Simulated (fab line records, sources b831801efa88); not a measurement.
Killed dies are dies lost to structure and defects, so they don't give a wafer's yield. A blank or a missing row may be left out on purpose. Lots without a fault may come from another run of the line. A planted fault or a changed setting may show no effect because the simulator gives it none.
A struck lot beside a sound one | flow sky130 | 22 steps out of a route of 708
Sound: wafers L313.1, L313.2, L313.3. Struck: wafers L317.1, L317.4, L317.6. The cause comes at the end.
At each step with rows: each side's tool, then ch and its chambers, then its first start. Under that, the readings that differ: sound wafers | struck wafers | difference of the means | sigmas: that difference in standard deviations of wafers without a fault.
alike: readings whose means differ by less than 2 such deviations, and words and numbers that are the same on both sides. not compared: withheld readings, readings that some wafer has no value for, bounds like >300 that may hide the same value, and numbers for which the record gives no deviation and whose values overlap.
The two part at a step that has a row with sigmas, a row that says differs or no value, or rows on one side only. Numbers that don't overlap but have no deviation are shown without sigmas and don't part them. A reading that every wafer of one side lacks parts them only if that side has two wafers or more.

SKY_VIA4_RS_MEAS_19: measures by four-point-probe.
  sound on film_metro-03, day 45 14:47; struck on film_metro-03, day 46 12:23
  alike: VIA4_W_RS
SKY_VIA4_THK_MEAS_20: measures by xrf.
  sound on film_metro-03, day 45 14:55; struck on film_metro-03, day 46 12:31
  alike: VIA4_W_THK
SKY_VIA4_CMP_21: polishes, stops on SiO2, t overpolish 25 s, target thk 0 nm.
  sound on cmp-01 ch 1,2,3, day 45 15:06; struck on cmp-01 ch 1,2, day 46 12:50
  alike: motor_current_A, overpolish_run_s, retaining_ring_pressure_frac, time_to_endpoint_s
SKY_METAL5_SPUTTER_00: material Ti, target thk 15 nm, time 10 s.
  sound on pvd_sputter-04, day 45 15:24; struck on pvd_sputter-04, day 46 13:05
  alike: throttle_valve_pct
SKY_METAL5_SPUTTER_01: material TiN, target thk 20 nm, time 16.7 s.
  sound on pvd_sputter-04, day 45 15:25; struck on pvd_sputter-04, day 46 13:07
  alike: throttle_valve_pct
then, 1 step without rows for these wafers: SKY_METAL5_SPUTTER_02 (material AlCu, target thk 1150 nm, time 61.2 s).
SKY_METAL5_SPUTTER_03: material Ti, target thk 5 nm, time 3.3 s.
  sound on pvd_sputter-04, day 45 15:29; struck on pvd_sputter-04, day 46 13:11
  alike: throttle_valve_pct
SKY_METAL5_SPUTTER_04: material TiN, target thk 70 nm, time 58.3 s.
  sound on pvd_sputter-04, day 45 15:31; struck on pvd_sputter-04, day 46 13:12
  alike: throttle_valve_pct
SKY_METAL5_RS_MEAS_05: measures by four-point-probe.
  sound on film_metro-04, day 45 15:34; struck on film_metro-04, day 46 13:15
  alike: METAL5_ALCU_RS
SKY_METAL5_THK_MEAS_06: measures by xrf.
  sound on film_metro-04, day 45 15:41; struck on film_metro-04, day 46 13:22
  alike: METAL5_ALCU_THK
then, 2 steps without rows for these wafers: SKY_METAL5_DEHYDRATE_07 (time 60 s); SKY_METAL5_HMDS_08 (prime time 60 s).
SKY_METAL5_COAT_09: resist thk 1800 nm.
  sound on litho_track-04 ch 0, day 46 01:32; struck on litho_track-02 ch 0, day 46 22:07
  reading                                     | sound          | struck         | difference | sigmas
  model.NOVOLAK_of_METAL5_COAT_09.thk_nm (nm) | 1798 1797 1800 | 1916 1910 1915 | +115       |
then, 4 steps without rows for these wafers: SKY_METAL5_SOFTBAKE_10 (time 60 s); SKY_METAL5_EXPOSE_11 (exposes mask MM5, target cd 1600 nm); SKY_METAL5_PEB_12; SKY_METAL5_DEVELOP_13 (develop time 60 s).
SKY_METAL5_DESCUM_14: chemistry O2, time 11 s.
  sound on rie_metal-01 ch 0,1, day 46 12:55; struck on rie_metal-03 ch 0, day 47 09:23
  reading                 | sound             | struck            | difference | sigmas
  oes_product_au (a.u.)   | 0.996 1.021 1.019 | 0.982 0.968 0.978 | -0.036     | -2
  model.METAL5.cd_nm (nm) | 1601 1598 1601    | 1605 1607 1605    | +6         |
  alike: drypump_motor_current_A, rf_fwd_power_W
  not compared: rf_hours_counter_h
SKY_METAL5_METAL_ETCH_15: etches the open film in Cl2/BCl3, stops on SiO2, target depth 1260 nm, time 252 s.
  sound on rie_metal-01 ch 0,1, day 46 12:58; struck on rie_metal-03 ch 0, day 47 09:25
  reading                                     | sound          | struck         | difference | sigmas
  drypump_motor_current_A (A)                 | 5.9 6.3 6.3    | 5.0 5.0 5.0    | -1.2       | -2
  model.NOVOLAK_of_METAL5_COAT_09.thk_nm (nm) | 1038 1018 1022 | 1177 1170 1182 | +150       |
  alike: oes_product_au, rf_fwd_power_W, throttle_valve_pct
  not compared: rf_hours_counter_h
SKY_METAL5_STRIP_16: strips in O2/N2.
  sound on plasma_asher-03 ch 0,1, day 46 13:11; struck on plasma_asher-04 ch 0,1, day 47 09:39
  reading                      | sound             | struck            | difference | sigmas
  strip_time_to_endpoint_s (s) | 13.10 12.89 12.93 | 14.67 14.59 14.73 | +1.69      | +8
  alike: drypump_motor_current_A, n2_flow_sccm, oes_product_au
  not compared: rf_hours_counter_h
then, 1 step without rows for these wafers: SKY_METAL5_STRIP_17 (strips in post etch residue remover, time 1200 s).
SKY_PAD_OPEN_PROBE_99:
  sound on prober-01, day 48 07:37; struck on prober-01, day 49 01:38
  reading         | sound | struck | difference | sigmas
  killed_at_M4_up | 7 7 4 | 2 1 3  | -4         | -2
  alike: defect_limited_yield, killed_at_M0_to_M3, killed_at_contacts, killed_at_front_end, killed_at_other, killed_dies, killed_open, killed_short, sort_bin_3_pad_short, sort_bin_5_function, sort_bin_6_memory, sort_n_pass, sort_yield_pct

WHERE THEY PART
First at SKY_METAL5_DESCUM_14; last, within this record, at SKY_PAD_OPEN_PROBE_99.

WHY: what the simulator had put in
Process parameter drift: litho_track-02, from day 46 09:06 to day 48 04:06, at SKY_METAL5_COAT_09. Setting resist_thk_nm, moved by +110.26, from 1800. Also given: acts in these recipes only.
